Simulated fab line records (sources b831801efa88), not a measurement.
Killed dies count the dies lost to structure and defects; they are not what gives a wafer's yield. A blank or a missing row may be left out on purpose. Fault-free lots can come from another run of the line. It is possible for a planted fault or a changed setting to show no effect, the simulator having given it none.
Code-filled problem report in 8D (eight disciplines) form || flow sfqLine || the parts of the form that need people (team, actions taken, sign-off) are left out

1. WHAT IS WRONG
rfFwdPowerW at SFQ_TRILAYER_I6_DEP_PECVD_165 reads a mean of 108.9 W on 6 wafers of 2 lots; wafers without a fault read 182.2 W with a standard deviation of 0.66. So: -99 or more standard deviations from the usual mean.
The step: deposits SiO2 from SiH4/N2O, time 111.11 s, target thk 500 nm.
The first sign was on wafer L925.2 at day 76 11:20, on pecvd-03. Wafers with a number at this step in the record: 39, from 13 lots. The rule behind "out" and "out of limits": a value lying over 4 standard deviations away from the usual mean. The other wafers with a number count as sound.

2. WHAT IT IS, AND WHAT IT ISN'T
{"question": "which readings at this step", "is": "rfFwdPowerW, showerheadVppV", "is not": "heaterPowerOuterW, heaterPowerW, throttleValvePct"}
{"question": "which lots", "is": "L925, L928", "is not": "L914, L915, L916, L917, L919, L929, L930, L932, L934, L935, L937"}
{"question": "which wafers of those lots", "is": "all that have a number", "is not": "-"}
{"question": "read on which tools", "is": "pecvd-03", "is not": "pecvd-02, pecvd-04"}
{"question": "when", "is": "from day 76 11:20", "is not": "up to then (15 sound wafers); but 18 sound wafers of L929, L930, L932, L934, L935, L937 came after"}

3. THE SUSPECTS, EACH WITH WHAT RULES IT OUT
Counting: a tool stays on the suspect list if, at a process step up to the reading, it processed all lots that are out and no sound lot following the first of them.
- rieDiel-01 at SFQ_TRILAYER_C5_ETCH_VIA_ETCH_154 (etches SiO2 in CHF3, stops on Nb, target depth 84 nm): ruled out as a lasting fault. Following L925 (day 76 05:02), the first lot on it that is out, the sound lots L935 were run on it.
- pecvd-03 at SFQ_TRILAYER_I6_DEP_PECVD_165 (deposits SiO2 from SiH4/N2O, time 111.11 s, target thk 500 nm): kept. It ran every lot that is out, first L925 (day 76 11:20), and no sound lot after that; its last sound lot up to then is L916 (day 69 02:35). Out on those wafers are its own readings of rfFwdPowerW, showerheadVppV.
The count leaves pecvd-03 at SFQ_TRILAYER_I6_DEP_PECVD_165.

4. THE CAUSE (what the simulator had put in)
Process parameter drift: pecvd-03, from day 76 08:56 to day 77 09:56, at SFQ_TRILAYER_I6_DEP_PECVD_165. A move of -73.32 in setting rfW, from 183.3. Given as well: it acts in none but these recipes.
After counting, this tool was the only one left.

5. THE CHAIN OF EFFECTS, in route order
Rows list readings where the struck wafers' mean (over those with a number) sits beyond 3 standard deviations from the usual. Scope: only readings with a usual standard deviation given in the record; hours: median across lots of the time from each lot's start at the first step in this table that gives one to its start at this step; sigmas: change in usual standard deviations.
{"hours": 0, "step": "SFQ_TRILAYER_I6_DEP_PECVD_165", "reading": "rfFwdPowerW", "usual": "182.2 W", "on struck wafers": 108.9, "change": -73.3, "sigmas": "-99 or more"}
{"hours": 0, "step": "SFQ_TRILAYER_I6_DEP_PECVD_165", "reading": "showerheadVppV", "usual": "816 V", "on struck wafers": 616, "change": -200, "sigmas": -4.7}
{"hours": 1, "step": "SFQ_TRILAYER_I6_CMP_CMP_166", "reading": "timeToEndpointS", "usual": "218 s", "on struck wafers": 168, "change": -50, "sigmas": -6.3}
Here are the process steps it includes:
- SFQ_TRILAYER_I6_DEP_PECVD_165: deposits SiO2 from SiH4/N2O, time 111.11 s, target thk 500 nm.
- SFQ_TRILAYER_I6_CMP_CMP_166: polishes SiO2.

6. WHAT WOULD HAVE CAUGHT IT SOONER
2 hours passed between the start of the fault at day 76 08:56 and the first reading out of limits in this record, taken at day 76 11:20.
